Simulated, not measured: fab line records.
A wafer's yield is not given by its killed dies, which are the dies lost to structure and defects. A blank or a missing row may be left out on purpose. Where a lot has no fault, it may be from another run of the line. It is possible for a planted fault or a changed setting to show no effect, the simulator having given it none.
Problem report in the 8D (eight disciplines) form, filled by code / flow gf180mcu / the parts of the form that need people (team, actions taken, sign-off) are left out

1. PROBLEM STATEMENT
Wafers free of any fault read 46.14 ohm/sq (standard deviation 0.086) for NSD_RS at GF_PSD_RS_MEAS_14, against a mean of 43.46 ohm/sq on 3 wafers of 3 lots. That is -31 standard deviations from the usual mean.
The step: measures by four-point-probe.
Earliest sighting: wafer L863.4 on film_metro-02 at day 18 00:20. Wafers with a number at this step in the record: 34, from 12 lots. The rule behind "out" and "out of limits": a value lying over 4 standard deviations away from the usual mean. Any other wafer with a number is counted as sound.

2. WHAT IT IS AND WHAT IT IS NOT
question=which readings at this step | is=NSD_RS | is not=-
question=which lots | is=L863, L864, L865 | is not=L853, L858, L859, L860, L861, L871, L872, L873, L875
question=which wafers of those lots | is=L863.4, L864.5, L865.4 | is not=L863.3, L864.2, L864.3, L865.2
question=read on which gauges | is=film_metro-02, film_metro-04 | is not=film_metro-01
question=when | is=from day 18 00:20 | is not=up to then (16 sound wafers); but 15 sound wafers of L864, L865, L871, L872, L873, L875 came after

3. THE SUSPECTS, EACH WITH WHAT RULES IT OUT
Counting: a tool at a process step up to the reading stays a suspect if it ran every lot that is out. Sound lots after the first of them don't rule it out here, since some wafers of a struck lot are sound.
- the gauge at GF_PSD_RS_MEAS_14: ruled out. 2 gauges (film_metro-02, film_metro-04) read the wafers that are out.
- rtp_anneal-01 at GF_PSD_RTA_13 (time 20 s): kept. It ran every lot that is out, first L863 (day 18 00:14); its last sound lot up to then is L861 (day 17 05:41). Its own run_length_s readings are out on those wafers.
After counting, what remains is rtp_anneal-01 at GF_PSD_RTA_13.

4. THE CAUSE (what the simulator had put in)
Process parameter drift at GF_PSD_RTA_13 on rtp_anneal-01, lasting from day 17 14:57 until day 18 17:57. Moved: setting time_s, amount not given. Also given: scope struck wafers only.
This tool alone remained once counting was done.

5. THE CHAIN OF EFFECTS, in route order
One row per reading whose mean, taken over the struck wafers that have a number, lies over 3 standard deviations from the usual. Only readings for which the record gives a usual standard deviation are gone through. hours: the time from each lot's start at the first step in this table that gives one to its start at this step, as a median over the lots. sigmas: the change in usual standard deviations.
hours=0; step=GF_PSD_RTA_13; reading=run_length_s; usual=48.9 s; on struck wafers=61.9; change=+13.0; sigmas=+26
hours=0; step=GF_PSD_RS_MEAS_14; reading=NSD_RS; usual=46.14 ohm/sq; on struck wafers=43.46; change=-2.68; sigmas=-31
hours=0; step=GF_PSD_RS_MEAS_15; reading=PSD_RS; usual=108.68 ohm/sq; on struck wafers=103.51; change=-5.17; sigmas=-21
The process steps in it:
- GF_PSD_RTA_13: time 20 s.
Later steps that measure or inspect, where all struck wafers having a row at the step show a number for every such reading and not one has moved that far: GF_CONTACT_BOW_MEAS_05.

6. HOW IT WOULD HAVE BEEN CAUGHT EARLIER
The first out-of-limits reading at a measuring or inspecting step in this record came at day 18 00:20, 9 hours after the fault's start at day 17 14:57.
At GF_PSD_RTA_13, the tool's own readings (run_length_s) were out on each struck wafer the step has a row for, so an alarm limit on them would have fired on the first such wafer.
L864, L865, from the lots that are out (3), started GF_PSD_RTA_13 on rtp_anneal-01 later than day 18 00:20. A hold on the tool at that time would have spared those 2.
